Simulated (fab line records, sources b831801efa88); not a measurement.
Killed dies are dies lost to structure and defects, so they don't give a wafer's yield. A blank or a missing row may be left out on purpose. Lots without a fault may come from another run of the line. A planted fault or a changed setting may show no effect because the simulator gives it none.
A struck lot beside a sound one | flow sky130 | 19 steps out of a route of 708
Sound: wafers L338.1, L338.3, L338.4. Struck: wafers L328.3, L328.5, L328.6. The cause comes at the end.
At each step with rows: each side's tool, then ch and its chambers, then its first start. Under that, the readings that differ: sound wafers | struck wafers | difference of the means | sigmas: that difference in standard deviations of wafers without a fault.
alike: readings whose means differ by less than 2 such deviations, and words and numbers that are the same on both sides. not compared: withheld readings, readings that some wafer has no value for, bounds like >300 that may hide the same value, and numbers for which the record gives no deviation and whose values overlap.
The two part at a step that has a row with sigmas, a row that says differs or no value, or rows on one side only. Numbers that don't overlap but have no deviation are shown without sigmas and don't part them. A reading that every wafer of one side lacks parts them only if that side has two wafers or more.

first, 1 step without rows for these wafers: SKY_LDD_HVP_IMPLANT_08.
SKY_LDD_HVP_STRIP_09: strips in O2/N2.
  sound on plasma_asher-02 ch 0,1, day 28 05:34; struck on plasma_asher-03 ch 0,1, day 24 13:54
  alike: drypump_motor_current_A, oes_product_au, strip_time_to_endpoint_s
  not compared: rf_hours_counter_h
SKY_LDD_HVP_TW_MEAS_10:
  sound on film_metro-03, day 28 05:40; struck on film_metro-02, day 24 13:59
  alike: LDD_HVP_TW
then, 7 steps without rows for these wafers: SKY_LDD_LDN_DEHYDRATE_00 (time 60 s); SKY_LDD_LDN_HMDS_01 (prime time 60 s); SKY_LDD_LDN_COAT_02 (resist thk 1140 nm); SKY_LDD_LDN_SOFTBAKE_03 (time 60 s); SKY_LDD_LDN_EXPOSE_04 (exposes mask LDNTM, target cd 700 nm); SKY_LDD_LDN_PEB_05; SKY_LDD_LDN_DEVELOP_06 (develop time 60 s).
SKY_LDD_LDN_OVL_MEAS_07:
  sound on overlay-02, day 29 09:35; struck on overlay-02, day 25 19:16
  alike: LDD_LDN_OVL
then, 1 step without rows for these wafers: SKY_LDD_LDN_IMPLANT_08.
SKY_LDD_LDN_IMPLANT_09:
  sound on implanter-03 ch 0, day 29 09:46; struck on implanter-02 ch 0, day 25 19:49
then, 2 steps without rows for these wafers: SKY_LDD_LDN_IMPLANT_10; SKY_LDD_LDN_IMPLANT_11.
SKY_LDD_LDN_STRIP_12: strips in O2/N2.
  sound on plasma_asher-03 ch 0,1, day 29 10:13; struck on plasma_asher-03 ch 0,1, day 25 20:55
  alike: drypump_motor_current_A, oes_product_au, strip_time_to_endpoint_s
  not compared: rf_hours_counter_h
SKY_LDD_LDN_TW_MEAS_13:
  sound on film_metro-01, day 29 10:19; struck on film_metro-01, day 25 21:18
  reading    | sound          | struck         | difference | sigmas
  LDD_LDN_TW | 1483 1478 1481 | 1582 1585 1585 | +103       | +9
then, 1 step without rows for these wafers: SKY_LDD_LDN_CLEAN_14 (cleans in SC1/SC2, time 150 s).
-- the record jumps here: 22 days lie between the struck wafers' starts before and after (it left off in module LDD_LDN and takes up again in module PAD_OPEN, whose first step shown is number 708 of the route) --
SKY_PAD_OPEN_PROBE_99:
  sound on prober-02, day 50 06:01; struck on prober-02, day 47 20:58
  reading                         | sound          | struck         | difference | sigmas
  model.etest.tip_sonos.rs_ohm_sq | 2773 2742 2761 | 2409 2417 2408 | -347       |
  alike: killed_at_M0_to_M3, killed_at_M4_up, killed_at_contacts, killed_at_front_end, killed_at_other, killed_dies, killed_open, killed_short

WHERE THEY PART
Only at SKY_LDD_LDN_TW_MEAS_13, within this record. Later steps at which nothing parts them and some readings are alike: SKY_PAD_OPEN_PROBE_99.

WHY: what the simulator had put in
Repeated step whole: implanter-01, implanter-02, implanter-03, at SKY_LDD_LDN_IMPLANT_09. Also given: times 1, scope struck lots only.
